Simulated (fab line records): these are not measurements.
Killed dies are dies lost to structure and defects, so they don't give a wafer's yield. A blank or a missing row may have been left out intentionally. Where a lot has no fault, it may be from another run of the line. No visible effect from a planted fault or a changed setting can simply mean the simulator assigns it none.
fab line records	flow sky130
record lots=12	wafers=36	lastDay=50
route steps=708 shown LOCAL_INTERCONNECT@402 METAL5@661 PASSIVATION@683 PAD_OPEN@708
lots with no fault: from the same line, run without faults
startH: hours from the record's first day to the start of the lot's first wafer shown	waitH: hours from the lot's prior step to this one	" as in the row above	L1.1+2: several wafers, shown together as one row	- either no value or no given start	* or withheld: withheld	< > ~ a bound
route shown NAME@n: names a module that has steps shown in the file, with the first one's number in the route	usual: mean/standard deviation of fault-free wafers	same: alike in all rows	chamber/n: place in a boat	sites: the reading at each site	_std_site: the values' standard deviation	_edge_site: mean of outer sites minus mean of inner sites	radiusMm: how far each site lies from the wafer's centre	mask NAME#n: copy n	behind: the last tool/chamber to shape the wafer	hold: reason for holding the lot/hours on hold/outcome of the hold	device: the transistor (n, p or np) that didn't switch	end of line: tests run on the same wafers once the route is complete	for a step that has no rows: nothing shown but its recipe	killed: not the wafer's yield, but the dies lost to structure and defects at the first sort	map: dies across one wafer; x = killed, . = not, _ = none there
set.NAME: the setting that was run; set.NAME@STEP: the one run at that earlier step	model.NAME: the simulator's own value behind a step, which no gauge read
steps of the route over a sample of lots; a table a step, a row a wafer
services: a tool's chamber out of use, with start hour (startH, from the record's first day; less than 0 if before it), hours out, and reason
## steps
# step SKY_LOCAL_INTERCONNECT_STRIP_15
# recipe chemistry=O2/N2	powerW=1400	pressureMtorr=1500	platenTempC=withheld	o2FlowSccm=3000	n2FlowSccm=300	overashFraction=0.5
# usual drypumpMotorCurrentA=5.35/0.18	oesProductAu=0.427/0.0041	stripTimeToEndpointS=4.727/0.022
lot.wafer	tool	chamber	startH	waitH	drypumpMotorCurrentA	oesProductAu	rfHoursCounterH	stripTimeToEndpointS
L134.2	plasmaAsher-01	1	713.25	0.0	5.29	0.430	27	4.718
L134.3	"	0	"	"	5.23	0.432	-	4.692
L134.4	"	1	"	"	5.31	0.421	-	4.709
L135.2	plasmaAsher-02	0	720.25	0.0	5.72	0.419	100	4.744
L135.4	"	0	"	"	5.72	0.426	-	4.713
L135.5	"	0	"	"	5.72	0.431	-	4.746
L136.1	plasmaAsher-04	0	737.45	0.0	5.22	0.427	85	4.758
L136.2	"	1	"	"	5.17	0.422	85	4.704
L136.4	"	0	"	"	5.22	0.431	-	4.740
L141.1	plasmaAsher-04	0	765.80	0.0	5.22	0.427	88	4.706
L141.3	"	1	"	"	5.19	0.424	-	4.688
L141.4	"	0	"	"	5.20	0.431	-	4.742
L142.1	plasmaAsher-02	0	781.10	0.0	5.71	0.431	4	4.759
L142.3	"	1	"	"	5.39	0.418	-	4.752
L142.4	"	0	"	"	5.72	0.424	-	4.749
L143.1	plasmaAsher-02	0	786.33	0.0	5.72	0.429	4	4.710
L143.2	"	1	"	"	5.38	0.434	4	4.735
L143.5	"	1	"	"	5.37	0.424	-	4.695
L148.2	plasmaAsher-01	0	818.93	0.0	5.27	0.420	37	4.715
L148.3	"	1	"	"	5.31	0.427	-	4.719
L148.6	"	1	"	"	5.30	0.424	-	4.724
L149.1	plasmaAsher-01	1	825.66	0.0	5.32	0.435	38	4.727
L149.2	"	0	"	"	5.25	0.435	38	4.716
L149.5	"	1	"	"	5.34	0.427	-	4.737
L152.1	plasmaAsher-04	1	854.10	0.0	5.17	0.425	97	4.717
L152.4	"	0	"	"	5.23	0.424	-	4.729
L152.6	"	0	"	"	5.20	0.420	-	4.716
L153.2	plasmaAsher-02	1	855.70	0.0	5.40	0.434	11	4.736
L153.4	"	1	"	"	5.39	0.429	-	4.749
L153.5	"	0	"	"	5.71	0.427	-	4.760
L155.2	plasmaAsher-02	0	871.20	0.0	5.73	0.424	12	4.695
L155.4	"	0	"	"	5.73	0.422	-	4.722
L155.5	"	0	"	"	5.72	0.420	-	4.680
L157.1	plasmaAsher-04	0	878.15	0.0	5.24	0.417	99	4.725
L157.4	"	1	"	"	5.19	0.422	-	4.713
L157.6	"	1	"	"	5.19	0.422	-	4.719
# step SKY_METAL5_SPUTTER_00
# recipe material=Ti	targetThkNm=15	powerW=3000	timeS=10	chamberPressurePa=0.4
# usual cathodeDcPowerW=3000.0/0.52	chamberPressurePa=0.4000/0.00091	throttleValvePct=29.8/1.1
lot.wafer	tool	chamber	startH	waitH	cathodeDcPowerW	chamberPressurePa	throttleValvePct
L134.2	pvdSputter-04	-	1013.45	0.1	3000.4	0.4002	29.8
L134.3	"	-	"	"	3000.0	0.4014	29.3
L134.4	"	-	"	"	3000.3	0.4003	29.2
L135.2	pvdSputter-04	-	1020.45	0.1	3000.2	0.3990	29.0
L135.4	"	-	"	"	3000.6	0.3995	29.5
L135.5	"	-	"	"	2999.1	0.3988	29.2
L136.1	pvdSputter-01	-	1033.76	0.1	2999.5	0.3998	31.6
L136.2	"	-	"	"	3000.1	0.3994	27.4
L136.4	"	-	"	"	3000.3	0.3992	31.2
L141.1	pvdSputter-04	-	1055.51	0.1	2999.7	0.3991	29.6
L141.3	"	-	"	"	2999.7	0.4007	29.2
L141.4	"	-	"	"	3000.0	0.4015	29.6
L142.1	pvdSputter-04	-	1066.27	0.1	2999.9	0.4013	29.3
L142.3	"	-	"	"	2999.7	0.4010	29.5
L142.4	"	-	"	"	2999.7	0.3999	29.7
L143.1	pvdSputter-02	-	1072.62	0.2	3000.2	0.4003	30.2
L143.2	"	-	"	"	3000.5	0.4001	29.5
L143.5	"	-	"	"	3001.1	0.4000	29.8
L148.2	pvdSputter-01	-	1100.49	0.2	3000.1	0.3994	31.3
L148.3	"	-	"	"	3000.3	0.4005	27.3
L148.6	"	-	"	"	3000.0	0.4000	31.5
L149.1	pvdSputter-01	-	1105.58	0.2	3000.1	0.3993	31.7
L149.2	"	-	"	"	3000.3	0.3987	30.2
L149.5	"	-	"	"	2999.3	0.3998	31.6
L152.1	pvdSputter-02	-	1127.01	0.2	3000.0	0.4002	31.1
L152.4	"	-	"	"	3000.2	0.4005	29.5
L152.6	"	-	"	"	2999.9	0.4000	30.4
L153.2	pvdSputter-02	-	1127.60	0.2	2999.8	0.4005	30.9
L153.4	"	-	"	"	3000.0	0.4003	28.9
L153.5	"	-	"	"	2999.0	0.4000	31.0
L155.2	pvdSputter-01	-	1138.96	0.2	3000.2	0.4013	27.4
L155.4	"	-	"	"	2999.4	0.3997	31.6
L155.5	"	-	"	"	3000.5	0.4008	31.7
L157.1	pvdSputter-02	-	1144.46	0.1	3000.3	0.3998	31.2
L157.4	"	-	"	"	2999.2	0.3999	29.0
L157.6	"	-	"	"	2999.7	0.3999	30.3
# step SKY_METAL5_SPUTTER_03
# recipe material=Ti	targetThkNm=5	powerW=3000	timeS=3.3	chamberPressurePa=0.4
# usual cathodeDcPowerW=3000.0/0.51	chamberPressurePa=0.4001/0.00077	throttleValvePct=29.8/1.1
lot.wafer	tool	chamber	startH	waitH	cathodeDcPowerW	chamberPressurePa	throttleValvePct
L134.2	pvdSputter-04	-	1013.55	0.0	3001.0	0.4006	29.6
L134.3	"	-	"	"	2999.9	0.3988	29.4
L134.4	"	-	"	"	3000.6	0.4003	29.2
L135.2	pvdSputter-04	-	1020.55	0.0	2998.6	0.3994	29.2
L135.4	"	-	"	"	2999.3	0.4002	29.4
L135.5	"	-	"	"	3000.2	0.3998	29.5
L136.1	pvdSputter-01	-	1033.85	0.0	3001.1	0.4007	31.4
L136.2	"	-	"	"	2999.1	0.3996	27.5
L136.4	"	-	"	"	2999.8	0.4008	31.4
L141.1	pvdSputter-04	-	1055.61	0.0	2999.5	0.4011	29.9
L141.3	"	-	"	"	3000.2	0.3996	29.2
L141.4	"	-	"	"	3000.7	0.4007	29.7
L142.1	pvdSputter-04	-	1066.37	0.0	2999.0	0.3998	29.4
L142.3	"	-	"	"	3000.0	0.3995	29.5
L142.4	"	-	"	"	2999.1	0.4000	29.2
L143.1	pvdSputter-02	-	1072.72	0.0	2999.2	0.3992	30.2
L143.2	"	-	"	"	2999.6	0.3990	29.5
L143.5	"	-	"	"	3000.1	0.3988	29.7
L148.2	pvdSputter-01	-	1100.59	0.0	2999.1	0.4003	31.5
L148.3	"	-	"	"	3000.7	0.4002	27.5
L148.6	"	-	"	"	2999.6	0.3991	31.6
L149.1	pvdSputter-01	-	1105.68	0.0	2999.9	0.4000	31.7
L149.2	"	-	"	"	2999.3	0.4003	30.1
L149.5	"	-	"	"	3000.2	0.4004	31.9
L152.1	pvdSputter-02	-	1127.11	0.0	2999.3	0.4003	31.4
L152.4	"	-	"	"	3000.1	0.4010	29.5
L152.6	"	-	"	"	2999.5	0.4006	30.3
L153.2	pvdSputter-02	-	1127.70	0.0	2999.6	0.4003	31.0
L153.4	"	-	"	"	2999.9	0.3998	28.6
L153.5	"	-	"	"	3000.3	0.3984	31.2
L155.2	pvdSputter-01	-	1139.06	0.0	2999.2	0.3991	27.7
L155.4	"	-	"	"	3000.4	0.3997	31.8
L155.5	"	-	"	"	2999.9	0.4008	31.7
L157.1	pvdSputter-02	-	1144.56	0.0	3000.1	0.4005	31.1
L157.4	"	-	"	"	2999.4	0.4008	28.9
L157.6	"	-	"	"	2999.8	0.3984	30.4
# step SKY_PASSIVATION_CVD_02
# recipe material=Si3N4	targetThkNm=540	tempC=400	timeS=withheld	rfW=450
# usual heaterPowerW=749/99
lot.wafer	tool	chamber	startH	waitH	heaterPowerW
L134.2	pecvd-03	2	1037.74	0.0	731
L134.3	"	0	"	"	735
L134.4	"	2	"	"	761
L135.2	pecvd-03	0	1043.07	0.0	704
L135.4	"	1	"	"	633
L135.5	"	2	"	"	647
L136.1	pecvd-03	2	1057.10	0.1	762
L136.2	"	0	"	"	780
L136.4	"	2	"	"	761
L141.1	pecvd-04	2	1078.59	0.1	877
L141.3	"	0	"	"	858
L141.4	"	0	"	"	716
L142.1	pecvd-01	2	1087.46	0.1	656
L142.3	"	1	"	"	648
L142.4	"	2	"	"	682
L143.1	pecvd-01	1	1094.76	0.1	660
L143.2	"	0	"	"	804
L143.5	"	2	"	"	565
L148.2	pecvd-01	0	1121.53	0.0	818
L148.3	"	2	"	"	676
L148.6	"	0	"	"	639
L149.1	pecvd-03	2	1127.19	0.1	732
L149.2	"	0	"	"	777
L149.5	"	2	"	"	790
L152.1	pecvd-04	2	1147.03	0.1	998
L152.4	"	1	"	"	708
L152.6	"	2	"	"	786
L153.2	pecvd-04	2	1148.37	0.0	900
L153.4	"	1	"	"	801
L153.5	"	0	"	"	812
L155.2	pecvd-03	1	1157.84	0.0	581
L155.4	"	1	"	"	635
L155.5	"	1	"	"	648
L157.1	pecvd-01	2	1163.13	0.1	633
L157.4	"	2	"	"	659
L157.6	"	1	"	"	709
# step SKY_PAD_OPEN_PROBE_99
# usual killed_at_M0_to_M3=45/7.2	killed_at_M4_up=3.0/1.8	killedAtContacts=25/6.1	killedAtFrontEnd=14/4.4	killedAtOther=0.2/0.44	killedDies=88/10	killedOpen=48/7.4	killedShort=40/6.3
# same grossDies=492	killedAtBackSide=0
lot.wafer	tool	chamber	startH	waitH	killed_at_M0_to_M3	killed_at_M4_up	killedAtContacts	killedAtFrontEnd	killedAtOther	killedDies	killedOpen	killedShort
L142.1	prober-02	-	1133.25	0.1	36	4	70	9	0	119	41	37
L142.3	prober-02	-	1133.35	0.2	41	0	79	16	1	137	42	45
L142.4	prober-02	-	1133.40	0.2	35	1	67	8	1	112	31	39
L143.1	prober-01	-	1137.28	0.1	45	1	67	17	1	131	45	46
L143.2	prober-01	-	1137.33	0.1	51	1	61	10	0	123	49	38
L143.5	prober-01	-	1137.48	0.2	50	2	74	20	0	146	59	37
# killed by level:class
L142.1 LOCAL_INTERCONNECT:unspecified=41 CONTACT:geometricParticle:open=15 CONTACT:geometricParticle:short=7 METAL2:geometricParticle:short=6 VIA2:geometricParticle:open=6 VIA3:geometricParticle:open=5 LI_CONTACT:geometricParticle:open=4 VIA1:geometricParticle:short=4
L142.3 LOCAL_INTERCONNECT:unspecified=50 CONTACT:geometricParticle:open=7 LI_CONTACT:geometricParticle:open=7 VIA1:geometricParticle:open=7 VIA3:geometricParticle:short=6 VIA2:geometricParticle:open=6 FIELD_ISO:geometricParticle:short=5 LI_CONTACT:geometricParticle:short=5
L142.4 LOCAL_INTERCONNECT:unspecified=42 VIA1:geometricParticle:open=7 CONTACT:geometricParticle:short=6 VIA1:geometricParticle:short=5 LI_CONTACT:geometricParticle:open=5 CONTACT:geometricParticle:open=5 LOCAL_INTERCONNECT:geometricParticle:short=5 VIA2:geometricParticle:open=4
L143.1 LOCAL_INTERCONNECT:unspecified=40 CONTACT:geometricParticle:open=9 VIA1:geometricParticle:short=8 METAL1:geometricParticle:short=7 VIA2:geometricParticle:open=7 LI_CONTACT:geometricParticle:open=6 LOCAL_INTERCONNECT:geometricParticle:short=6 METAL2:geometricParticle:short=6
L143.2 LOCAL_INTERCONNECT:unspecified=36 CONTACT:geometricParticle:open=12 VIA1:geometricParticle:open=10 VIA1:geometricParticle:short=10 VIA3:geometricParticle:open=9 LI_CONTACT:geometricParticle:open=5 METAL2:geometricParticle:short=5 METAL3:geometricParticle:short=5
L143.5 LOCAL_INTERCONNECT:unspecified=50 VIA1:geometricParticle:open=18 CONTACT:geometricParticle:open=8 VIA2:geometricParticle:open=7 POLY_GATE:geometricParticle:open=6 FIELD_ISO:geometricParticle:open=5 VIA1:geometricParticle:short=5 CONTACT:geometricParticle:short=5
## services
tool	chamber	startH	hours	kind
pvdSputter-01	-	733.17	7.0	repair
plasmaAsher-02	-	733.75	9.0	pm
pecvd-01	-	747.80	0.5	repair
pecvd-03	-	778.71	2.8	repair
pecvd-01	1	792.31	8.6	repair
pecvd-03	-	796.93	1.7	repair
pvdSputter-01	-	811.31	12.5	repair
plasmaAsher-02	-	812.97	2.8	pm
pecvd-03	0	826.80	15.0	repair
pvdSputter-04	-	841.51	1.9	repair
pecvd-03	-	854.68	0.7	repair
pecvd-03	-	857.91	1.1	repair
pvdSputter-01	-	878.44	4.8	repair
pecvd-01	-	910.88	1.4	repair
pecvd-01	-	945.47	0.6	repair
pecvd-03	2	970.87	20.1	repair
plasmaAsher-02	-	996.57	1.5	repair
plasmaAsher-04	-	1055.25	9.0	pm
pvdSputter-01	-	1090.68	8.8	repair
pvdSputter-01	-	1090.89	1.3	repair
plasmaAsher-02	-	1126.02	14.6	pm
pvdSputter-02	-	1134.28	6.2	repair
plasmaAsher-02	-	1140.62	15.6	pm
plasmaAsher-02	-	1154.59	0.7	repair
## key
firstSign step=SKY_PAD_OPEN_PROBE_99	reading=killedAtContacts	direction=up	sigmas=7.2	usual=25	struck=70
effect step=SKY_PAD_OPEN_PROBE_99	reading=killedDies	direction=up	sigmas=4	usual=88	struck=128
metAt SKY_LOCAL_INTERCONNECT_STRIP_15
struckLots L142,L143
testerLeftOut L142,L143
notActingAt SKY_METAL5_SPUTTER_00,SKY_METAL5_SPUTTER_03,SKY_PASSIVATION_CVD_02
onsetBetween 720.25 781.10
fault kind=chamberParticleSource	tool=plasmaAsher-02	chamber=-	onsetH=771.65	steps=SKY_LOCAL_INTERCONNECT_STRIP_15	ratePerVisitCm2=0.49262	endH=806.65
# testerLeftOut: of these lots the tester's yield and bins aren't shown, on N5 and GAA mostly nor the transistor test; their killed dies are dies lost to structure and defects alone, not to doping, threshold or leakage, so they don't give the yield
